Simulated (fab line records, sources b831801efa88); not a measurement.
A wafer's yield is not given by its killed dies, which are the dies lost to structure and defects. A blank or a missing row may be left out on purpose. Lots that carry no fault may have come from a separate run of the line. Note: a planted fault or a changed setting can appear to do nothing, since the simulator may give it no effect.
fab line records	flow sky130
[record] lots = 24	wafers = 72	lastDay = 50
route steps=708 shown VIA2@530 CAPM@537 METAL4@601 PAD_OPEN@694
lots untouched by any fault: they come from a run of this same line in which no faults occurred
startH: hours from the record's first day to the start of the lot's first wafer shown	waitH: how many hours have passed since the lot's step before this one	" the same as in the row above	L1.1+2: several wafers, shown together as one row	- either no value or no given start	* or withheld: withheld	< > ~ a bound
route shown NAME@n: a module of which the file shows steps, and the number in the route of the first	usual: mean/standard deviation taken from wafers without a fault	same: alike in all rows	chamber/n: place in a boat	sites: each site's reading	_std_site: standard deviation of those values	_edge_site: inner sites' mean taken away from outer sites' mean	radiusMm: how far each site lies from the wafer's centre	mask NAME#n: copy n	behind: the last tool/chamber to shape the wafer	hold: the reason the lot was held/the length of the hold in hours/how it ended	device: names the non-switching transistor (n, p or np)	end of line: at the end of the route, the tests of the same wafers	a step given without rows: its recipe and nothing more	killed: dies that structure and defects cost at the first sort, which is not the same as the wafer's yield	map: a wafer's dies, marking killed ones x, the rest . and places with no die _
set.NAME: the setting that was run; set.NAME@STEP: the one run at that earlier step	model.NAME: the simulator's own value behind a step, which no gauge read
one table for each step of the route and one row for each wafer, over a sample of lots
services: when a tool's chamber went out of use (startH, in hours from the record's first day, below 0 if earlier), for how many hours, and the reason
[[steps]]
[step SKY_VIA2_THK_MEAS_23]
[recipe] thkMeasGauge = xrf	reads = W_of_VIA2_CVD_21
[usual] VIA2_W_THK = 426/8.6
lot.wafer	tool	chamber	startH	waitH	VIA2_W_THK[nm]
L074.1	filmMetro-01	-	846.73	0.1	420
L074.2	"	-	"	"	411
L074.5	"	-	"	"	415
L075.2	filmMetro-02	-	851.24	0.1	447
L075.3	"	-	"	"	437
L075.6	"	-	"	"	438
L076.3	filmMetro-04	-	860.76	0.1	427
L076.5	"	-	"	"	425
L076.6	"	-	"	"	429
L077.2	filmMetro-04	-	877.42	0.1	419
L077.3	"	-	"	"	421
L077.5	"	-	"	"	417
L078.1	filmMetro-04	-	883.17	0.1	424
L078.4	"	-	"	"	419
L078.6	"	-	"	"	427
L079.2	filmMetro-01	-	890.65	0.1	426
L079.4	"	-	"	"	428
L079.6	"	-	"	"	418
L080.3	filmMetro-02	-	900.95	0.1	443
L080.4	"	-	"	"	436
L080.5	"	-	"	"	435
L081.1	filmMetro-02	-	906.18	0.1	434
L081.2	"	-	"	"	440
L081.3	"	-	"	"	440
L082.1	filmMetro-01	-	913.30	0.1	399
L082.3	"	-	"	"	414
L082.5	"	-	"	"	416
L083.4	filmMetro-04	-	915.96	0.1	434
L083.5	"	-	"	"	424
L083.6	"	-	"	"	430
L084.2	filmMetro-01	-	925.59	0.1	421
L084.5	"	-	"	"	425
L084.6	"	-	"	"	419
L086.1	filmMetro-04	-	937.86	0.1	419
L086.2	"	-	"	"	419
L086.5	"	-	"	"	421
L085.3	filmMetro-02	-	941.70	0.1	439
L085.4	"	-	"	"	432
L085.5	"	-	"	"	424
L087.2	filmMetro-01	-	944.96	0.1	424
L087.3	"	-	"	"	425
L087.5	"	-	"	"	425
L088.3	filmMetro-02	-	950.48	0.1	433
L088.5	"	-	"	"	432
L088.6	"	-	"	"	436
L089.1	filmMetro-04	-	957.84	0.1	425
L089.2	"	-	"	"	428
L089.4	"	-	"	"	423
L090.2	filmMetro-02	-	959.52	0.1	425
L090.3	"	-	"	"	426
L090.5	"	-	"	"	427
L091.3	filmMetro-04	-	974.46	0.1	437
L091.4	"	-	"	"	434
L091.6	"	-	"	"	431
L092.2	filmMetro-04	-	977.33	0.1	436
L092.4	"	-	"	"	434
L092.6	"	-	"	"	431
L093.2	filmMetro-01	-	987.02	0.1	417
L093.3	"	-	"	"	419
L093.4	"	-	"	"	417
L094.1	filmMetro-01	-	994.70	0.1	416
L094.3	"	-	"	"	417
L094.5	"	-	"	"	417
L095.3	filmMetro-01	-	996.22	0.1	417
L095.4	"	-	"	"	418
L095.5	"	-	"	"	421
L096.2	filmMetro-01	-	1005.09	0.1	429
L096.3	"	-	"	"	418
L096.4	"	-	"	"	426
L097.1	filmMetro-01	-	1008.54	0.1	426
L097.3	"	-	"	"	427
L097.4	"	-	"	"	431
[step SKY_CAPM_CVD_00]
[recipe] material = SiO2	targetThkNm = 15.5	tempC = 400	timeS = withheld	rfW = 450
[usual] heaterPowerW = 774/140
lot.wafer	tool	chamber	startH	waitH	heaterPowerW
L074.1	pecvd-04	2	847.24	0.0	998
L074.2	"	1	"	"	771
L074.5	"	1	"	"	764
L075.2	pecvd-01	2	851.75	0.0	883
L075.3	"	0	"	"	608
L075.6	"	0	"	"	615
L076.3	pecvd-01	1	861.62	0.0	575
L076.5	"	1	"	"	568
L076.6	"	2	"	"	798
L077.2	pecvd-03	0	877.92	0.0	690
L077.3	"	0	"	"	660
L077.5	"	0	"	"	677
L078.1	pecvd-01	0	883.68	0.0	726
L078.4	"	1	"	"	641
L078.6	"	0	"	"	699
L079.2	pecvd-03	2	891.15	0.0	820
L079.4	"	2	"	"	797
L079.6	"	0	"	"	675
L080.3	pecvd-01	2	901.44	0.0	832
L080.4	"	1	"	"	509
L080.5	"	2	"	"	855
L081.1	pecvd-01	2	906.69	0.0	955
L081.2	"	1	"	"	585
L081.3	"	0	"	"	659
L082.1	pecvd-04	1	917.40	0.0	628
L082.3	"	1	"	"	641
L082.5	"	1	"	"	628
L083.4	pecvd-03	1	918.91	0.0	968
L083.5	"	2	"	"	736
L083.6	"	0	"	"	727
L084.2	pecvd-03	1	926.35	0.0	972
L084.5	"	2	"	"	740
L084.6	"	1	"	"	958
L086.1	pecvd-04	0	938.38	0.0	882
L086.2	"	1	"	"	688
L086.5	"	0	"	"	871
L085.3	pecvd-03	2	942.19	0.0	810
L085.4	"	0	"	"	703
L085.5	"	2	"	"	813
L087.2	pecvd-04	2	945.46	0.0	961
L087.3	"	1	"	"	631
L087.5	"	2	"	"	958
L088.3	pecvd-01	1	950.97	0.0	581
L088.5	"	1	"	"	579
L088.6	"	0	"	"	710
L089.1	pecvd-01	2	958.35	0.0	915
L089.2	"	0	"	"	607
L089.4	"	0	"	"	603
L090.2	pecvd-03	0	960.03	0.0	703
L090.3	"	2	"	"	774
L090.5	"	0	"	"	690
L091.3	pecvd-01	2	975.06	0.0	850
L091.4	"	1	"	"	624
L091.6	"	0	"	"	661
L092.2	pecvd-04	2	977.84	0.0	984
L092.4	"	2	"	"	973
L092.6	"	0	"	"	830
L093.2	pecvd-04	2	987.52	0.0	916
L093.3	"	1	"	"	776
L093.4	"	1	"	"	758
L094.1	pecvd-03	1	995.21	0.0	1018
L094.3	"	0	"	"	699
L094.5	"	2	"	"	658
L095.3	pecvd-01	2	996.71	0.0	916
L095.4	"	0	"	"	698
L095.5	"	2	"	"	890
L096.2	pecvd-04	0	1005.60	0.0	959
L096.3	"	2	"	"	851
L096.4	"	2	"	"	847
L097.1	pecvd-03	0	1009.05	0.0	709
L097.3	"	2	"	"	803
L097.4	"	0	"	"	706
[step SKY_CAPM_THK_MEAS_01]
[recipe] reads = SiO2_of_CAPM_CVD_00
[usual] CAPM_CVD_00_THK = 15.62/0.24
lot.wafer	tool	chamber	startH	waitH	CAPM_CVD_00_THK[nm]
L074.1	filmMetro-03	-	847.26	-	15.64
L074.2	"	-	"	"	15.86
L074.5	"	-	"	"	16.24
L075.2	filmMetro-02	-	851.78	-	15.30
L075.3	"	-	"	"	15.51
L075.6	"	-	"	"	15.69
L076.3	filmMetro-01	-	861.66	-	15.87
L076.5	"	-	"	"	15.82
L076.6	"	-	"	"	15.74
L077.2	filmMetro-02	-	877.96	-	15.48
L077.3	"	-	"	"	15.66
L077.5	"	-	"	"	15.64
L078.1	filmMetro-02	-	883.71	-	15.21
L078.4	"	-	"	"	15.69
L078.6	"	-	"	"	15.57
L079.2	filmMetro-02	-	891.19	-	15.16
L079.4	"	-	"	"	15.65
L079.6	"	-	"	"	15.70
L080.3	filmMetro-03	-	901.48	-	15.59
L080.4	"	-	"	"	15.65
L080.5	"	-	"	"	15.75
L081.1	filmMetro-01	-	906.71	-	15.35
L081.2	"	-	"	"	15.42
L081.3	"	-	"	"	15.44
L082.1	filmMetro-03	-	917.44	-	15.80
L082.3	"	-	"	"	16.01
L082.5	"	-	"	"	15.89
L083.4	filmMetro-02	-	918.95	-	15.56
L083.5	"	-	"	"	15.64
L083.6	"	-	"	"	15.77
L084.2	filmMetro-01	-	926.38	-	15.52
L084.5	"	-	"	"	15.64
L084.6	"	-	"	"	15.56
L086.1	filmMetro-01	-	938.40	-	15.60
L086.2	"	-	"	"	15.86
L086.5	"	-	"	"	16.06
L085.3	filmMetro-02	-	942.23	-	15.23
L085.4	"	-	"	"	15.93
L085.5	"	-	"	"	15.77
L087.2	filmMetro-02	-	945.49	-	15.41
L087.3	"	-	"	"	15.66
L087.5	"	-	"	"	15.81
L088.3	filmMetro-02	-	951.02	-	15.85
L088.5	"	-	"	"	16.04
L088.6	"	-	"	"	15.75
L089.1	filmMetro-02	-	958.37	-	15.70
L089.2	"	-	"	"	15.42
L089.4	"	-	"	"	15.97
L090.2	filmMetro-02	-	960.06	-	15.63
L090.3	"	-	"	"	15.30
L090.5	"	-	"	"	15.84
L091.3	filmMetro-01	-	975.10	-	15.48
L091.4	"	-	"	"	16.07
L091.6	"	-	"	"	15.90
L092.2	filmMetro-02	-	977.87	-	15.41
L092.4	"	-	"	"	15.64
L092.6	"	-	"	"	15.67
L093.2	filmMetro-02	-	987.55	-	15.52
L093.3	"	-	"	"	15.85
L093.4	"	-	"	"	15.98
L094.1	filmMetro-02	-	995.23	-	15.17
L094.3	"	-	"	"	15.48
L094.5	"	-	"	"	15.56
L095.3	filmMetro-03	-	996.75	-	15.38
L095.4	"	-	"	"	15.52
L095.5	"	-	"	"	15.60
L096.2	filmMetro-03	-	1005.63	-	15.41
L096.3	"	-	"	"	15.46
L096.4	"	-	"	"	15.89
L097.1	filmMetro-01	-	1009.09	-	15.30
L097.3	"	-	"	"	15.15
L097.4	"	-	"	"	15.74
[step SKY_METAL4_SPUTTER_03]
[recipe] material = Ti	targetThkNm = 5	powerW = 3000	timeS = 3.3	chamberPressurePa = 0.4
[usual] cathodeDcPowerW = 3000.0/0.58	throttleValvePct = 30.0/1.3
lot.wafer	tool	chamber	startH	waitH	cathodeDcPowerW	throttleValvePct
L074.1	pvdSputter-03	-	927.18	0.0	2999.7	27.4
L074.2	"	-	"	"	2999.7	31.3
L074.5	"	-	"	"	2999.2	30.3
L075.2	pvdSputter-04	-	929.92	0.0	3001.2	29.8
L075.3	"	-	"	"	3000.8	32.2
L075.6	"	-	"	"	3001.0	32.3
L076.3	pvdSputter-04	-	944.52	0.0	3000.4	29.5
L076.5	"	-	"	"	2999.8	32.2
L076.6	"	-	"	"	2999.7	29.2
L077.2	pvdSputter-03	-	954.48	0.0	3000.6	30.1
L077.3	"	-	"	"	3001.1	29.4
L077.5	"	-	"	"	2999.0	29.5
L078.1	pvdSputter-02	-	961.49	0.0	2998.4	31.9
L078.4	"	-	"	"	3000.3	28.2
L078.6	"	-	"	"	3000.5	30.0
L079.2	pvdSputter-02	-	967.99	0.0	2999.9	27.9
L079.4	"	-	"	"	3000.4	30.2
L079.6	"	-	"	"	3000.8	31.4
L080.3	pvdSputter-02	-	979.67	0.0	3000.0	29.9
L080.4	"	-	"	"	3000.0	30.2
L080.5	"	-	"	"	3000.4	27.8
L081.1	pvdSputter-04	-	983.67	0.0	3000.6	30.5
L081.2	"	-	"	"	3000.1	28.8
L081.3	"	-	"	"	2999.2	29.9
L082.1	pvdSputter-04	-	992.72	0.0	3000.3	29.2
L082.3	"	-	"	"	3000.9	30.4
L082.5	"	-	"	"	2999.5	32.3
L083.4	pvdSputter-03	-	995.97	0.0	2999.8	27.2
L083.5	"	-	"	"	2999.5	27.4
L083.6	"	-	"	"	3000.0	31.4
L084.2	pvdSputter-02	-	1001.73	0.0	2999.6	29.6
L084.5	"	-	"	"	2999.8	28.1
L084.6	"	-	"	"	2999.5	29.7
L086.1	pvdSputter-04	-	1013.31	0.0	3000.3	29.2
L086.2	"	-	"	"	3000.7	32.1
L086.5	"	-	"	"	3000.8	29.6
L085.3	pvdSputter-04	-	1017.24	0.0	3000.1	29.8
L085.4	"	-	"	"	3000.5	29.2
L085.5	"	-	"	"	2999.9	29.9
L087.2	pvdSputter-03	-	1020.47	0.0	2999.8	29.4
L087.3	"	-	"	"	3000.4	30.3
L087.5	"	-	"	"	3000.0	29.2
L088.3	pvdSputter-04	-	1025.21	0.0	3000.8	32.5
L088.5	"	-	"	"	2998.9	32.4
L088.6	"	-	"	"	3000.1	29.0
L089.1	pvdSputter-04	-	1032.07	0.0	3000.5	32.2
L089.2	"	-	"	"	2999.7	29.4
L089.4	"	-	"	"	2999.3	30.2
L090.2	pvdSputter-04	-	1033.63	0.0	2999.7	30.1
L090.3	"	-	"	"	2999.6	29.4
L090.5	"	-	"	"	2999.2	30.1
L091.3	pvdSputter-04	-	1047.07	0.0	2999.8	32.2
L091.4	"	-	"	"	3000.0	29.5
L091.6	"	-	"	"	2999.7	32.2
L092.2	pvdSputter-04	-	1050.49	0.0	3000.0	28.9
L092.4	"	-	"	"	3000.5	29.5
L092.6	"	-	"	"	2999.3	29.4
L093.2	pvdSputter-04	-	1059.42	0.0	3000.4	32.4
L093.3	"	-	"	"	2999.3	29.6
L093.4	"	-	"	"	2998.8	28.9
L094.1	pvdSputter-04	-	1066.27	0.0	2999.5	30.0
L094.3	"	-	"	"	2999.5	32.4
L094.5	"	-	"	"	2999.8	29.4
L095.3	pvdSputter-03	-	1067.92	0.0	2999.9	29.2
L095.4	"	-	"	"	2999.6	27.4
L095.5	"	-	"	"	2999.7	30.2
L096.2	pvdSputter-02	-	1075.80	0.0	2999.4	29.7
L096.3	"	-	"	"	3000.4	28.1
L096.4	"	-	"	"	2999.4	30.5
L097.1	pvdSputter-04	-	1080.73	0.0	2999.8	30.1
L097.3	"	-	"	"	3000.5	29.0
L097.4	"	-	"	"	3000.9	32.4
[step SKY_METAL4_METAL_ETCH_18]
[recipe] targetDepthA = 8450	stopOn = SiO2	overEtchFrac = 0.3	timeS = 183.1	chemistry = Cl2/BCl3	resistSidewallDeg = 88	pressureMtorr = 10	icpW = 900	biasW = 48.5	Cl2_flow_sccm = 60	bcl3FlowSccm = 30
[usual] drypumpMotorCurrentA = 5.7/0.37	heBacksideLeakSccm = 3.3/0.33	oesProductAu = 0.867/0.0066	throttleValvePct = 22.265/0.0089
lot.wafer	tool	chamber	startH	waitH	drypumpMotorCurrentA	heBacksideLeakSccm	oesProductAu	rfHoursCounterH	throttleValvePct
L074.1	rieMetal-01	1	977.37	0.0	5.7	3.1	0.865	14	22.268
L074.2	"	0	"	"	6.3	3.7	0.878	5	22.265
L074.5	"	0	"	"	6.3	3.3	0.875	-	22.260
L075.2	rieMetal-02	0	979.49	0.0	5.1	3.4	0.865	7	22.272
L075.3	"	0	"	"	5.1	3.3	0.866	-	22.263
L075.6	"	0	"	"	5.0	3.7	0.862	-	22.258
L076.3	rieMetal-01	0	993.55	0.1	6.2	3.5	0.868	-	22.250
L076.5	"	1	"	"	5.7	3.1	0.861	-	22.249
L076.6	"	0	"	"	6.2	3.4	0.865	-	22.263
L077.2	rieMetal-02	0	1003.34	0.0	5.1	3.5	0.868	8	22.273
L077.3	"	0	"	"	5.1	3.6	0.863	-	22.263
L077.5	"	1	"	"	5.7	3.1	0.862	-	22.271
L078.1	rieMetal-04	0	1009.13	0.0	5.8	3.3	0.878	3	22.276
L078.4	"	0	"	"	5.7	3.2	0.873	-	22.271
L078.6	"	1	"	"	5.5	3.1	0.866	-	22.274
L079.2	rieMetal-02	1	1015.17	0.0	5.8	3.1	0.874	12	22.264
L079.4	"	0	"	"	5.1	3.4	0.863	-	22.266
L079.6	"	0	"	"	5.1	3.5	0.867	-	22.276
L080.3	rieMetal-02	1	1027.48	0.1	5.8	3.1	0.870	-	22.272
L080.4	"	0	"	"	5.1	3.5	0.859	-	22.261
L080.5	"	1	"	"	5.8	3.1	0.865	-	22.266
L081.1	rieMetal-01	1	1030.79	0.0	5.7	3.2	0.854	17	22.259
L081.2	"	0	"	"	6.3	3.5	0.856	8	22.254
L081.3	"	1	"	"	5.7	3.2	0.863	-	22.268
L082.1	rieMetal-01	0	1039.09	0.0	6.2	3.5	0.866	9	22.271
L082.3	"	1	"	"	5.7	3.4	0.870	-	22.279
L082.5	"	0	"	"	6.2	3.4	0.874	-	22.273
L083.4	rieMetal-02	1	1042.24	0.1	5.8	3.1	0.865	-	22.254
L083.5	"	0	"	"	5.1	3.6	0.862	-	22.253
L083.6	"	1	"	"	5.7	3.1	0.873	-	22.263
L084.2	rieMetal-02	0	1048.02	0.0	5.1	3.4	0.866	12	22.263
L084.5	"	0	"	"	5.1	3.4	0.870	-	22.253
L084.6	"	1	"	"	5.8	3.0	0.865	-	22.257
L086.1	rieMetal-02	0	1058.98	0.0	5.1	3.1	0.871	12	22.266
L086.2	"	1	"	"	5.8	3.2	0.872	15	22.281
L086.5	"	0	"	"	5.1	3.5	0.861	-	22.272
L085.3	rieMetal-04	1	1061.88	0.1	5.5	3.2	0.871	-	22.275
L085.4	"	0	"	"	5.7	3.2	0.866	-	22.269
L085.5	"	1	"	"	5.5	3.2	0.876	-	22.259
L087.2	rieMetal-04	0	1065.79	0.0	5.7	3.1	0.849	5	22.254
L087.3	"	1	"	"	5.5	3.1	0.856	-	22.282
L087.5	"	0	"	"	5.7	3.0	0.863	-	22.272
L088.3	rieMetal-01	0	1070.38	0.1	6.3	3.5	0.871	-	22.266
L088.5	"	0	"	"	6.3	3.4	0.876	-	22.253
L088.6	"	1	"	"	5.7	3.1	0.871	-	22.265
L089.1	rieMetal-01	1	1077.48	0.0	5.7	3.2	0.878	20	22.276
L089.2	"	0	"	"	6.2	3.8	0.868	12	22.265
L089.4	"	0	"	"	6.3	3.6	0.866	-	22.258
L090.2	rieMetal-04	0	1078.07	0.0	5.7	3.1	0.871	6	22.269
L090.3	"	1	"	"	5.5	3.1	0.864	-	22.270
L090.5	"	0	"	"	5.7	2.9	0.865	-	22.247
L091.3	rieMetal-04	0	1090.73	0.1	5.7	3.1	0.873	-	22.260
L091.4	"	1	"	"	5.5	3.0	0.873	-	22.258
L091.6	"	1	"	"	5.5	3.1	0.860	-	22.252
L092.2	rieMetal-02	1	1093.99	0.0	5.8	3.2	0.876	17	22.260
L092.4	"	1	"	"	5.7	3.1	0.861	-	22.249
L092.6	"	0	"	"	5.1	3.7	0.872	-	22.247
L093.2	rieMetal-01	0	1101.44	0.0	6.2	3.5	0.875	14	22.276
L093.3	"	1	"	"	5.7	3.1	0.863	-	22.273
L093.4	"	0	"	"	6.3	3.5	0.874	-	22.273
L094.1	rieMetal-01	1	1108.19	0.0	5.7	3.1	0.856	23	22.258
L094.3	"	1	"	"	5.7	3.0	0.861	-	22.283
L094.5	"	1	"	"	5.7	3.1	0.861	-	22.264
L095.3	rieMetal-02	1	1109.54	0.1	5.8	3.1	0.853	-	22.261
L095.4	"	0	"	"	5.1	3.3	0.868	-	22.273
L095.5	"	1	"	"	5.8	3.1	0.866	-	22.261
L096.2	rieMetal-04	0	1117.49	0.1	5.7	3.3	0.877	-	22.270
L096.3	"	0	"	"	5.7	3.2	0.872	-	22.263
L096.4	"	0	"	"	5.7	3.4	0.863	-	22.273
L097.1	rieMetal-01	1	1121.57	0.0	5.7	3.0	0.855	24	22.254
L097.3	"	0	"	"	6.3	3.8	0.845	-	22.260
L097.4	"	1	"	"	5.7	3.1	0.867	-	22.259
[step SKY_PAD_OPEN_DEHYDRATE_00]
[recipe] tempC = 200	timeS = 61.49
[usual] plateSensorTCentreC = 201.07/0.01	plateSensorTEdgeC = 201.55/0.011
lot.wafer	tool	chamber	startH	waitH	plateSensorTCentreC	plateSensorTEdgeC
L074.1	lithoTrack-02	0	1059.58	10.2	201.05	201.55
L074.2	"	0	"	"	201.06	201.54
L074.5	"	0	"	"	201.05	201.54
L075.2	lithoTrack-01	0	1062.19	10.0	201.06	201.56
L075.3	"	0	"	"	201.09	201.58
L075.6	"	0	"	"	201.07	201.56
L076.3	lithoTrack-01	0	1074.47	9.8	201.07	201.55
L076.5	"	0	"	"	201.07	201.56
L076.6	"	0	"	"	201.07	201.55
L077.2	lithoTrack-02	0	1083.41	9.7	201.06	201.54
L077.3	"	0	"	"	201.06	201.54
L077.5	"	0	"	"	201.05	201.57
L078.1	lithoTrack-04	0	1088.38	9.8	201.08	201.54
L078.4	"	0	"	"	201.06	201.57
L078.6	"	0	"	"	201.07	201.54
L079.2	lithoTrack-01	0	1093.99	9.7	201.08	201.55
L079.4	"	0	"	"	201.07	201.56
L079.6	"	0	"	"	201.06	201.56
L080.3	lithoTrack-04	0	1104.68	9.3	201.08	201.56
L080.4	"	0	"	"	201.07	201.57
L080.5	"	0	"	"	201.06	201.56
L081.1	lithoTrack-01	0	1107.92	9.5	201.07	201.56
L081.2	"	0	"	"	201.07	201.55
L081.3	"	0	"	"	201.07	201.56
L082.1	lithoTrack-02	0	1115.28	9.4	201.08	201.56
L082.3	"	0	"	"	201.04	201.56
L082.5	"	0	"	"	201.06	201.56
L083.4	lithoTrack-02	0	1117.71	9.0	201.06	201.55
L083.5	"	0	"	"	201.06	201.55
L083.6	"	0	"	"	201.05	201.57
L084.2	lithoTrack-02	0	1123.56	8.7	201.08	201.57
L084.5	"	0	"	"	201.07	201.56
L084.6	"	0	"	"	201.07	201.56
L086.1	lithoTrack-04	0	1132.98	9.3	201.05	201.55
L086.2	"	0	"	"	201.06	201.53
L086.5	"	0	"	"	201.07	201.54
L085.3	lithoTrack-01	0	1136.17	9.1	201.07	201.57
L085.4	"	0	"	"	201.07	201.55
L085.5	"	0	"	"	201.07	201.57
L087.2	lithoTrack-04	0	1138.45	8.6	201.07	201.56
L087.3	"	0	"	"	201.08	201.55
L087.5	"	0	"	"	201.08	201.54
L088.3	lithoTrack-04	0	1142.98	8.3	201.07	201.56
L088.5	"	0	"	"	201.07	201.57
L088.6	"	0	"	"	201.06	201.54
L089.1	lithoTrack-01	0	1148.52	8.6	201.06	201.56
L089.2	"	0	"	"	201.08	201.57
L089.4	"	0	"	"	201.07	201.54
L090.2	lithoTrack-04	0	1151.50	9.2	201.05	201.55
L090.3	"	0	"	"	201.08	201.57
L090.5	"	0	"	"	201.09	201.55
L091.3	lithoTrack-04	0	1160.23	7.8	201.06	201.55
L091.4	"	0	"	"	201.06	201.54
L091.6	"	0	"	"	201.08	201.55
L092.2	lithoTrack-04	0	1163.20	7.4	201.07	201.56
L092.4	"	0	"	"	201.07	201.55
L092.6	"	0	"	"	201.08	201.58
L093.2	lithoTrack-02	0	1169.81	7.9	201.06	201.57
L093.3	"	0	"	"	201.06	201.55
L093.4	"	0	"	"	201.05	201.55
L094.1	lithoTrack-04	0	1175.68	8.1	201.08	201.55
L094.3	"	0	"	"	201.08	201.55
L094.5	"	0	"	"	201.08	201.54
L095.3	lithoTrack-04	0	1176.38	7.8	201.08	201.55
L095.4	"	0	"	"	201.05	201.55
L095.5	"	0	"	"	201.06	201.55
L096.2	lithoTrack-04	0	1184.15	7.0	201.09	201.55
L096.3	"	0	"	"	201.06	201.57
L096.4	"	0	"	"	201.06	201.56
L097.1	lithoTrack-04	0	1186.48	7.5	201.06	201.57
L097.3	"	0	"	"	201.06	201.54
L097.4	"	0	"	"	201.08	201.55
[[services]]
tool	chamber	startH	hours	kind
pecvd-03	2	834.14	3.7	repair
pecvd-04	-	835.72	1.7	repair
rieMetal-04	-	854.55	0.7	repair
pecvd-04	-	868.42	28.1	pm
rieMetal-04	-	885.54	1.5	repair
pecvd-04	1	898.36	10.1	repair
rieMetal-04	-	909.84	0.5	repair
rieMetal-02	-	912.61	4.3	pm
pecvd-04	2	913.09	6.2	repair
pecvd-04	-	944.21	0.8	repair
pecvd-04	1	956.50	12.2	repair
pecvd-01	-	981.70	1.8	repair
pecvd-04	-	983.87	2.8	pm
rieMetal-04	-	1011.08	28.1	pm
pecvd-01	2	1021.66	21.5	repair
rieMetal-01	-	1032.65	1.4	pm
rieMetal-02	1	1067.50	5.1	repair
pecvd-04	-	1096.32	1.8	repair
rieMetal-04	-	1098.79	15.6	pm
rieMetal-04	1	1114.56	15.5	repair
pecvd-04	0	1122.24	59.4	repair
rieMetal-02	-	1123.06	2.8	pm
rieMetal-04	0	1150.20	3.6	repair
rieMetal-04	0	1168.01	21.3	repair
[[key]]
fault none
